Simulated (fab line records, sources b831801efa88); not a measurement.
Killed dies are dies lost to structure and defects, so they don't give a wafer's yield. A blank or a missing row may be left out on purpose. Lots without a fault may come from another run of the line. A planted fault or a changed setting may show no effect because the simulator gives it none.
Which tool did it? | flow sky130 | 11 lots, 33 wafers sampled, at 4 steps of a route of 708

WHAT THE GAUGES READ, wafer by wafer
SKY_CAPM_THK_MEAS_04: measures by xrf.
lot  | measured     | on            | CAPM_TIN_THK (nm)
L365 | day 36 23:54 | film_metro-04 | 201.1 197.1 198.3
L366 | day 37 00:04 | film_metro-02 | 193.8 195.2 192.1
L367 | day 37 12:29 | film_metro-02 | 195.7 196.0 194.1
L368 | day 37 15:26 | film_metro-02 | 194.7 192.7 195.1
L371 | day 38 22:01 | film_metro-02 | 200.3 196.4 201.9
L374 | day 39 18:37 | film_metro-03 | 195.6 190.8 194.6
L380 | day 41 05:30 | film_metro-02 | 193.6 192.3 191.5
L379 | day 41 08:41 | film_metro-03 | 199.1 196.5 195.7
L378 | day 41 11:35 | film_metro-04 | 199.2 200.1 198.3
L386 | day 43 00:47 | film_metro-03 | 195.3 192.7 190.7
L388 | day 43 07:14 | film_metro-02 | 201.0 196.3 199.7

WHICH TOOL RAN EACH LOT (tool, then ch and the chambers of the sampled wafers, then the start)
lot  | SKY_VIA2_SPUTTER_20          | SKY_METAL3_SPUTTER_01        | SKY_METAL3_SPUTTER_02
L365 | pvd_sputter-04, day 36 22:45 | pvd_sputter-04, day 36 23:26 | pvd_sputter-04, day 36 23:28
L366 | pvd_sputter-04, day 36 22:55 | pvd_sputter-01, day 36 23:37 | pvd_sputter-01, day 36 23:38
L367 | pvd_sputter-03, day 37 11:19 | pvd_sputter-04, day 37 12:02 | pvd_sputter-04, day 37 12:04
L368 | pvd_sputter-03, day 37 14:17 | pvd_sputter-04, day 37 14:59 | pvd_sputter-04, day 37 15:01
L371 | pvd_sputter-03, day 38 20:53 | pvd_sputter-04, day 38 21:35 | pvd_sputter-04, day 38 21:36
L374 | pvd_sputter-03, day 39 17:28 | pvd_sputter-01, day 39 18:10 | pvd_sputter-01, day 39 18:11
L380 | pvd_sputter-03, day 41 04:11 | pvd_sputter-04, day 41 05:04 | pvd_sputter-04, day 41 05:05
L379 | pvd_sputter-02, day 41 07:04 | pvd_sputter-01, day 41 08:14 | pvd_sputter-01, day 41 08:16
L378 | pvd_sputter-02, day 41 10:22 | pvd_sputter-04, day 41 11:07 | pvd_sputter-04, day 41 11:09
L386 | pvd_sputter-03, day 42 23:38 | pvd_sputter-03, day 43 00:20 | pvd_sputter-03, day 43 00:22
L388 | pvd_sputter-03, day 43 06:05 | pvd_sputter-04, day 43 06:47 | pvd_sputter-04, day 43 06:49
- SKY_VIA2_SPUTTER_20: material TiN, target thk 20 nm, time 80 s.
- SKY_METAL3_SPUTTER_01: material TiN, target thk 20 nm, time 16.7 s.
- SKY_METAL3_SPUTTER_02: material AlCu, target thk 735 nm, time 39.1 s.

WHAT THE TOOLS THEMSELVES READ (means of the sampled wafers that have a number; where no wafer has one, the mark that the record gives instead)
SKY_VIA2_SPUTTER_20.
lot  | tool           | cathode_dc_power_W (W) | throttle_valve_pct (%)
L365 | pvd_sputter-04 | 4000.2                 | 30.2
L366 | pvd_sputter-04 | 3999.5                 | 30.0
L367 | pvd_sputter-03 | 4000.4                 | 30.4
L368 | pvd_sputter-03 | 4000.1                 | 30.3
L371 | pvd_sputter-03 | 3999.5                 | 30.4
L374 | pvd_sputter-03 | 4000.4                 | 30.3
L380 | pvd_sputter-03 | 3999.4                 | 30.4
L379 | pvd_sputter-02 | 3999.8                 | 30.7
L378 | pvd_sputter-02 | 3999.9                 | 29.8
L386 | pvd_sputter-03 | 4000.9                 | 30.6
L388 | pvd_sputter-03 | 3999.9                 | 30.5

SKY_METAL3_SPUTTER_01.
lot  | tool           | cathode_dc_power_W (W) | throttle_valve_pct (%)
L365 | pvd_sputter-04 | 6499.9                 | 29.2
L366 | pvd_sputter-01 | 6500.8                 | 29.7
L367 | pvd_sputter-04 | 6498.0                 | 30.6
L368 | pvd_sputter-04 | 6500.8                 | 30.6
L371 | pvd_sputter-04 | 6500.8                 | 29.9
L374 | pvd_sputter-01 | 6499.8                 | 30.6
L380 | pvd_sputter-04 | 6500.1                 | 29.1
L379 | pvd_sputter-01 | 6501.0                 | 30.4
L378 | pvd_sputter-04 | 6498.9                 | 30.1
L386 | pvd_sputter-03 | 6498.9                 | 30.2
L388 | pvd_sputter-04 | 6500.8                 | 30.0

SKY_METAL3_SPUTTER_02.
lot  | tool           | cathode_dc_power_W (W) | throttle_valve_pct (%)
L365 | pvd_sputter-04 | 10599                  | 29.0
L366 | pvd_sputter-01 | 10603                  | 29.7
L367 | pvd_sputter-04 | 10599                  | 30.7
L368 | pvd_sputter-04 | 10600                  | 30.7
L371 | pvd_sputter-04 | 10599                  | 29.9
L374 | pvd_sputter-01 | 10600                  | 30.6
L380 | pvd_sputter-04 | 10601                  | 29.1
L379 | pvd_sputter-01 | 10310                  | 30.4
L378 | pvd_sputter-04 | 10599                  | 30.2
L386 | pvd_sputter-03 | 10599                  | 30.2
L388 | pvd_sputter-04 | 10601                  | 30.0

THE ANSWER, worked out from the rows above alone
Rule: what is usual is taken from the lots themselves. Put in order of their means at a reading, lots are off if they are a third of the lots or fewer, leave a main group of 4 or more, and stand apart from it by a gap of 3 or more times the standard deviation of the main group's means; of several such gaps the widest counts. A main group whose means are all the same, to the digits that the tables above print for the reading, isn't used. A lot without any number at a reading at which 4 lots or more have one is off too. The other lots that the step has rows for count as sound. The gauges are gone through in route order, then the tools' own readings, and for those a lot's mean is taken as printed above. The first step at which some lot is off is used, and at that step the reading that is off furthest; a lot without a number counts as furthest.
Off: L379, at SKY_METAL3_SPUTTER_02 (cathode_dc_power_W). The main group: mean 10600 W, standard deviation 1.3.
A tool fits if, at that step or a process step before it, it ran every lot that is off, and no sound lot after the first of them. One fits: pvd_sputter-01 at SKY_METAL3_SPUTTER_01 and SKY_METAL3_SPUTTER_02. At SKY_METAL3_SPUTTER_01 its last sound lot is L374 (day 39 18:10), its first lot that is off L379 (day 41 08:14): a fault that began between those two fits.

WHAT THE SIMULATOR HAD PUT IN
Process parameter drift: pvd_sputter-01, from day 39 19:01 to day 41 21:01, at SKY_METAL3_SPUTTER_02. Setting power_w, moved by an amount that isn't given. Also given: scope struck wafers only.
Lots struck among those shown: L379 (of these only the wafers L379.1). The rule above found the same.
